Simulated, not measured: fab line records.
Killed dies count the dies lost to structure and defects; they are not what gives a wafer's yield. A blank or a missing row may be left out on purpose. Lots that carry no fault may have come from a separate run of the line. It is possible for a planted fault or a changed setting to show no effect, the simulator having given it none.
Which of the tools did it? | flow gf180mcu | 45 wafers from 15 lots sampled at 3 of the route's 602 steps

## WHAT THE GAUGES READ, wafer by wafer
Not one reading of a measure or inspect step in the record can be checked against a usual standard deviation.

## TOOL THAT RAN EACH LOT (tool first, then ch and the chambers of the sampled wafers, then the start)
lot  | GF_V4_SOFTBAKE_10                            | GF_MIM_SPUTTER_01            | GF_MIM_SPUTTER_04
L701 | litho-track-03 ch 0, day 24 22:56 or earlier | pvd-sputter-03, day 24 22:56 | pvd-sputter-03, day 24 23:01
L702 | litho-track-01 ch 0, day 25 01:29 or earlier | pvd-sputter-04, day 25 01:29 | pvd-sputter-04, day 25 01:34
L703 | litho-track-01 ch 0, day 25 13:04 or earlier | pvd-sputter-03, day 25 13:04 | pvd-sputter-03, day 25 13:08
L706 | litho-track-01 ch 0, day 26 03:25 or earlier | pvd-sputter-03, day 26 03:25 | pvd-sputter-03, day 26 03:30
L707 | litho-track-01 ch 0, day 26 13:19 or earlier | pvd-sputter-03, day 26 13:19 | pvd-sputter-03, day 26 13:24
L708 | litho-track-03 ch 0, day 27 02:45 or earlier | pvd-sputter-02, day 27 02:45 | pvd-sputter-02, day 27 02:50
L710 | litho-track-04 ch 0, day 27 11:25 or earlier | pvd-sputter-02, day 27 11:25 | pvd-sputter-02, day 27 11:31
L715 | litho-track-03 ch 0, day 28 18:53 or earlier | pvd-sputter-02, day 28 18:53 | pvd-sputter-02, day 28 18:58
L714 | litho-track-03 ch 0, day 28 20:49 or earlier | pvd-sputter-02, day 28 20:49 | pvd-sputter-02, day 28 20:54
L717 | litho-track-01 ch 0, day 29 14:20 or earlier | pvd-sputter-04, day 29 14:20 | pvd-sputter-04, day 29 14:25
L719 | litho-track-01 ch 0, day 30 02:35 or earlier | pvd-sputter-03, day 30 02:35 | pvd-sputter-03, day 30 02:40
L720 | litho-track-03 ch 0, day 30 10:44 or earlier | pvd-sputter-02, day 30 10:44 | pvd-sputter-02, day 30 10:49
L721 | litho-track-03 ch 0, day 30 19:29 or earlier | pvd-sputter-02, day 30 19:29 | pvd-sputter-02, day 30 19:34
L723 | litho-track-04 ch 0, day 31 01:12 or earlier | pvd-sputter-04, day 31 01:12 | pvd-sputter-04, day 31 01:17
L724 | litho-track-04 ch 0, day 31 08:37 or earlier | pvd-sputter-02, day 31 08:37 | pvd-sputter-02, day 31 08:42
- GF_V4_SOFTBAKE_10: time 62.57 s.
- GF_MIM_SPUTTER_01: material TiN, target thk 30 nm, time 25 s.
- GF_MIM_SPUTTER_04: material TiN, target thk 50 nm, time 41.7 s.

## AS READ BY THE TOOLS THEMSELVES (means over the sampled wafers that have a number; for cases with no such wafer, the mark the record gives instead)
GF_V4_SOFTBAKE_10. Usual: plate-sensor-t-centre-C 131.02 C, standard deviation 0.0098; plate-sensor-t-edge-C 131.21 C, standard deviation 0.01.
lot  | tool           | plate-sensor-t-centre-C (C) | plate-sensor-t-edge-C (C) | flag
L701 | litho-track-03 | 131.02                      | 131.20                    |
L702 | litho-track-01 | 131.02                      | 131.21                    |
L703 | litho-track-01 | 131.01                      | 131.21                    |
L706 | litho-track-01 | 131.02                      | 131.20                    |
L707 | litho-track-01 | 131.02                      | 131.21                    |
L708 | litho-track-03 | 131.03                      | 131.22                    |
L710 | litho-track-04 | 131.02                      | 131.21                    |
L715 | litho-track-03 | 131.00                      | 131.21                    |
L714 | litho-track-03 | 131.03                      | 131.21                    |
L717 | litho-track-01 | 131.02                      | 131.21                    |
L719 | litho-track-01 | 131.02                      | 131.21                    |
L720 | litho-track-03 | 131.01                      | 131.22                    |
L721 | litho-track-03 | 131.02                      | 131.20                    |
L723 | litho-track-04 | 131.02                      | 131.21                    |
L724 | litho-track-04 | 131.02                      | 131.22                    |

GF_MIM_SPUTTER_01. Usual: cathode-dc-power-W 6500.0 W, standard deviation 1.2; chamber-pressure-pa 0.4001 Pa, standard deviation 0.00079; throttle-valve-pct 30.0 %, standard deviation 1.
lot  | tool           | cathode-dc-power-W (W) | chamber-pressure-pa (Pa) | throttle-valve-pct (%) | flag
L701 | pvd-sputter-03 | 6501.0                 | 0.4005                   | 30.0                   |
L702 | pvd-sputter-04 | 6499.7                 | 0.4003                   | 30.2                   |
L703 | pvd-sputter-03 | 6500.3                 | 0.4007                   | 29.7                   |
L706 | pvd-sputter-03 | 6500.9                 | 0.4008                   | 29.6                   |
L707 | pvd-sputter-03 | 6499.0                 | 0.4007                   | 29.7                   |
L708 | pvd-sputter-02 | 6500.5                 | 0.3999                   | 30.6                   |
L710 | pvd-sputter-02 | 6499.9                 | 0.3997                   | 31.2                   |
L715 | pvd-sputter-02 | 6500.1                 | 0.3991                   | 30.7                   |
L714 | pvd-sputter-02 | 6499.6                 | 0.4006                   | 30.5                   |
L717 | pvd-sputter-04 | 6499.3                 | 0.4001                   | 29.1                   |
L719 | pvd-sputter-03 | 6500.0                 | 0.4001                   | 30.1                   |
L720 | pvd-sputter-02 | 6500.1                 | 0.4004                   | 30.9                   |
L721 | pvd-sputter-02 | 6500.1                 | 0.3999                   | 31.1                   |
L723 | pvd-sputter-04 | 6501.2                 | 0.3994                   | 30.4                   |
L724 | pvd-sputter-02 | 6499.7                 | 0.3996                   | 30.7                   |

GF_MIM_SPUTTER_04. Usual: cathode-dc-power-W 6499.9 W, standard deviation 1.3; chamber-pressure-pa 0.4000 Pa, standard deviation 0.00082; throttle-valve-pct 30.0 %, standard deviation 1.
lot  | tool           | cathode-dc-power-W (W) | chamber-pressure-pa (Pa) | throttle-valve-pct (%) | flag
L701 | pvd-sputter-03 | 6498.5                 | 0.3997                   | 30.0                   |
L702 | pvd-sputter-04 | 6499.2                 | 0.4001                   | 30.1                   |
L703 | pvd-sputter-03 | 6500.8                 | 0.4005                   | 29.8                   |
L706 | pvd-sputter-03 | -                      | -                        | -                      | OFF
L707 | pvd-sputter-03 | -                      | -                        | -                      | OFF
L708 | pvd-sputter-02 | -                      | -                        | -                      | OFF
L710 | pvd-sputter-02 | 6499.9                 | 0.4005                   | 31.3                   |
L715 | pvd-sputter-02 | 6500.5                 | 0.4002                   | 30.7                   |
L714 | pvd-sputter-02 | 6499.8                 | 0.4006                   | 30.4                   |
L717 | pvd-sputter-04 | 6500.4                 | 0.4007                   | 29.0                   |
L719 | pvd-sputter-03 | 6500.0                 | 0.4000                   | 30.0                   |
L720 | pvd-sputter-02 | 6500.1                 | 0.3994                   | 30.6                   |
L721 | pvd-sputter-02 | 6499.0                 | 0.4001                   | 31.2                   |
L723 | pvd-sputter-04 | 6501.1                 | 0.3991                   | 30.6                   |
L724 | pvd-sputter-02 | 6498.8                 | 0.3999                   | 30.8                   |

## THE ANSWER, worked out from the rows above alone
Rule: take the mean of a lot's wafers that have a number; if it is more than 3 standard deviations from the usual mean, the lot is off. A lot without any number at a reading at which 4 lots or more have one is off too. The other lots that the step has rows for count as sound. After the gauges, taken in route order, come the tools' own readings; for these a lot's mean is taken, as printed above. The first step at which some lot is off is used, and at that step the reading that is off furthest; a lot without a number counts as furthest.
Off: L706, L707, L708, at GF_MIM_SPUTTER_04 (cathode-dc-power-W). Without a number there: L706, L707, L708.
A tool fits if, at that step or a process step before it, it ran every lot that is off, and no sound lot after the first of them. GF_V4_SOFTBAKE_10: start missing for some lots; hours and lot order therefore follow GF_MIM_SPUTTER_01. None of those tried fits.

## WHAT THE SIMULATOR PUT IN
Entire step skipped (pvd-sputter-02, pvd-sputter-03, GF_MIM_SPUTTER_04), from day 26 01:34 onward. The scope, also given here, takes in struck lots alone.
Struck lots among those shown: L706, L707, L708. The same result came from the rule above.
